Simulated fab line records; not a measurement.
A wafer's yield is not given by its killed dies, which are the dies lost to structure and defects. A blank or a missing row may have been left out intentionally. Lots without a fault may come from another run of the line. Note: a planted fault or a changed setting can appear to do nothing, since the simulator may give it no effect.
Problem report, 8D (eight disciplines) form, completed by code :: flow sky130 :: the parts of the form that need people (team, actions taken, sign-off) are left out

## 1. WHAT IS WRONG
Mean VT_ADJUST_HVTR_TW at SKY_VT_ADJUST_HVTR_TW_MEAS_11: 187.6 over 6 wafers in 2 lots; fault-free wafers: 211.4, standard deviation 0.95. That is -25 standard deviations from the usual mean.
First seen on wafer L695.1, day 12 23:49, on film metro-04. At this step, 36 wafers from 12 lots have a number in the record. By rule, "out" or "out of limits" means more than 4 standard deviations away from the usual mean. The rest of the wafers with a number are treated as sound.

## 2. WHAT IT IS AND WHAT IT IS NOT
question: which readings at this step
is: VT_ADJUST_HVTR_TW
is not: -

question: which lots
is: L695, L697
is not: L684, L687, L690, L698, L700, L703, L704, L705, L706, L707

question: which wafers of those lots
is: all that have a number
is not: -

question: read on which gauges
is: film metro-03, film metro-04
is not: film metro-02

question: when
is: from day 12 23:49
is not: up to then (9 sound wafers); but 21 sound wafers of L698, L700, L703, L704, L705, L706, L707 came after

## 3. WHAT RULES OUT EACH SUSPECT
Counting: a tool at any process step up to the reading remains a suspect when it ran all the lots that are out and ran no sound lot after the first of those.
- the gauge at SKY_VT_ADJUST_HVTR_TW_MEAS_11: ruled out. The wafers that are out were read on 2 gauges (film metro-03, film metro-04).
- plasma asher-04 at SKY_VT_ADJUST_LVTN_STRIP_09 (strips in O2/N2): ruled out as a lasting fault. The sound lots L698, L704, L707 went through it after L695, its earliest lot that is out (day 10 00:26).
- implanter-02 at SKY_VT_ADJUST_HVTR_IMPLANT_09: kept. All lots that are out passed through it, beginning with L695 at day 12 23:34, and no sound lot followed; its final sound lot before that point was L690 at day 11 04:40. Out on those wafers are its own readings of dose ions cm2, faraday current uA.
The count leaves implanter-02 at SKY_VT_ADJUST_HVTR_IMPLANT_09.

## 4. THE CAUSE (what the simulator had put in)
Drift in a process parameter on implanter-02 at SKY_VT_ADJUST_HVTR_IMPLANT_09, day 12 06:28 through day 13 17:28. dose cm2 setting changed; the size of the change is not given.
Only this tool survived the counting.

## 5. SEQUENCE OF EFFECTS, ordered by route
Each row: a reading where the mean over the struck wafers with a number is more than 3 standard deviations away from the usual. Only readings for which the record gives a usual standard deviation are gone through. hours: the time from each lot's start at the first step in this table that gives one to its start at this step, as a median over the lots. sigmas: the change in usual standard deviations.
hours: 0
step: SKY_VT_ADJUST_HVTR_IMPLANT_09
reading: dose ions cm2
usual: 2.1002e+12
on struck wafers: 1.3718e+12
change: -7.2837e+11
sigmas: -99 or more

hours: 0
step: SKY_VT_ADJUST_HVTR_IMPLANT_09
reading: faraday current uA
usual: 11.85
on struck wafers: 7.72
change: -4.13
sigmas: -19

hours: 0
step: SKY_VT_ADJUST_HVTR_TW_MEAS_11
reading: VT_ADJUST_HVTR_TW
usual: 211.4
on struck wafers: 187.6
change: -23.8
sigmas: -25
Process steps it contains:
- SKY_VT_ADJUST_HVTR_IMPLANT_09

## 6. HOW IT WOULD HAVE BEEN CAUGHT EARLIER
The first out-of-limits reading at a measuring or inspecting step in this record came at day 12 23:49, 17 hours after the fault's start at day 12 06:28.
Tool's own readings at SKY_VT_ADJUST_HVTR_IMPLANT_09, dose ions cm2, faraday current uA: out on all struck wafers the step has rows for; an alarm limit on them would have tripped on the first.
L697, from the lots that are out (2), started SKY_VT_ADJUST_HVTR_IMPLANT_09 on implanter-02 later than day 12 23:49. Holding the tool at that time would have saved it.
